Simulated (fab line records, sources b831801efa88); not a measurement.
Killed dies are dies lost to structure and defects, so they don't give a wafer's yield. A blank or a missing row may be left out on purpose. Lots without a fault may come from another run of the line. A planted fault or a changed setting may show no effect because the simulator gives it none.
A struck lot beside a sound one | flow sky130 | 18 steps out of a route of 708
Sound: wafers L243.1, L243.4, L243.5. Struck: wafers L247.2, L247.5, L247.6. The cause comes at the end.
At each step with rows: each side's tool, then ch and its chambers, then its first start. Under that, the readings that differ: sound wafers | struck wafers | difference of the means | sigmas: that difference in standard deviations of wafers without a fault.
alike: readings whose means differ by less than 2 such deviations, and words and numbers that are the same on both sides. not compared: withheld readings, readings that some wafer has no value for, bounds like >300 that may hide the same value, and numbers for which the record gives no deviation and whose values overlap.
The two part at a step that has a row with sigmas, a row that says differs or no value, or rows on one side only. Numbers that don't overlap but have no deviation are shown without sigmas and don't part them. A reading that every wafer of one side lacks parts them only if that side has two wafers or more.

first, 3 steps without rows for these wafers: SKY_LI_CONTACT_EXPOSE_09 (exposes mask LICM1, target cd 170 nm); SKY_LI_CONTACT_PEB_10; SKY_LI_CONTACT_DEVELOP_11 (develop time 60 s).
SKY_LI_CONTACT_CD_MEAS_12: target cd 170 nm.
  sound on cd_sem-01, day 30 01:39; struck on cd_sem-02, day 31 18:22
  alike: cd_nm
SKY_LI_CONTACT_OVL_MEAS_13:
  sound on overlay-01, day 30 01:46; struck on overlay-01, day 31 18:29
  alike: LI_CONTACT_OVL
SKY_LI_CONTACT_ETCH_14: etches BARC in N2/H2, stops on SiO2, time 45.9 s, target depth 60 nm.
  sound on rie_diel-03 ch 0,2,3, day 30 01:49; struck on rie_diel-03 ch 0,3, day 31 18:31
  alike: drypump_motor_current_A, oes_product_au, throttle_valve_pct
  not compared: rf_hours_counter_h
SKY_LI_CONTACT_ETCH_15: etches PSG in C4F8/O2/Ar, stops on Si, target depth 600 nm.
  sound on rie_diel-03 ch 0,2,3, day 30 01:51; struck on rie_diel-03 ch 0,3, day 31 18:33
  alike: oes_product_au
then, 3 steps without rows for these wafers: SKY_LI_CONTACT_STRIP_16 (strips in O2/N2); SKY_LI_CONTACT_CLEAN_17 (cleans in NMP, time 600 s); SKY_LI_CONTACT_PRE_CLEAN_18 (time 5.6 s).
SKY_LI_CONTACT_SPUTTER_19: material Ti, target thk 20 nm, time 106.37 s.
  sound on pvd_sputter-04, day 30 02:14; struck on pvd_sputter-02, day 31 18:56
  alike: substrate_temp_c, throttle_valve_pct
SKY_LI_CONTACT_SPUTTER_20: material TiN, target thk 20 nm, time 80 s.
  sound on pvd_sputter-04, day 30 02:18; struck on pvd_sputter-02, day 31 19:00
  alike: throttle_valve_pct
SKY_LI_CONTACT_CVD_21: deposits W, target thk 400 nm, time 120.56 s.
  sound on cvd_w-01 ch 0,1, day 30 02:22; struck on cvd_w-01 ch 0,1, day 31 19:04
  reading                                  | sound                | struck               | difference | sigmas
  susceptor_temp_C (C)                     | 400.46 400.23 400.13 | 395.64 395.58 395.45 | -4.72      | -21
  model.W_of_LI_CONTACT_CVD_21.thk_nm (nm) | 394.8 395.2 400.1    | 368.2 371.3 368.8    | -27.3      |
  alike: heater_power_w
SKY_LI_CONTACT_RS_MEAS_22: measures by four-point-probe.
  sound on film_metro-04, day 30 02:29; struck on film_metro-04, day 31 19:13
  reading                  | sound                | struck               | difference | sigmas
  LI_CONTACT_W_RS (ohm/sq) | 0.2888 0.2878 0.2843 | 0.3090 0.3069 0.3084 | +0.0211    | +8
SKY_LI_CONTACT_THK_MEAS_23: measures by xrf.
  sound on film_metro-04, day 30 02:37; struck on film_metro-04, day 31 19:19
  reading               | sound       | struck      | difference | sigmas
  LI_CONTACT_W_THK (nm) | 401 405 410 | 375 377 374 | -30        | -6
SKY_LI_CONTACT_CMP_24: polishes, stops on PSG, t overpolish 20 s, target thk 0 nm.
  sound on cmp-02 ch 0,2, day 30 02:43; struck on cmp-02 ch 0,2,3, day 31 19:28
  reading                | sound          | struck         | difference | sigmas
  time_to_endpoint_s (s) | 94.3 94.8 94.3 | 82.8 90.1 89.3 | -7.1       | -2
  alike: motor_current_A
SKY_LOCAL_INTERCONNECT_SPUTTER_00: material TiN, target thk 100 nm, time 83.3 s.
  sound on pvd_sputter-01, day 30 02:58; struck on pvd_sputter-01, day 31 19:40
  alike: substrate_temp_c, throttle_valve_pct
-- the record jumps here: 16 days lie between the struck wafers' starts before and after (it left off in module LOCAL_INTERCONNECT and takes up again in module PAD_OPEN, whose first step shown is number 708 of the route) --
SKY_PAD_OPEN_PROBE_99:
  the record has rows for the struck wafers here (prober-02, day 47 09:59) and none for the sound ones

WHERE THEY PART
First at SKY_LI_CONTACT_CVD_21; last, within this record, at SKY_PAD_OPEN_PROBE_99.

WHY: what the simulator had put in
Process parameter drift: cvd_w-01, from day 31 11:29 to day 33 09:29, at SKY_LI_CONTACT_CVD_21. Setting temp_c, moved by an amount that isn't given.
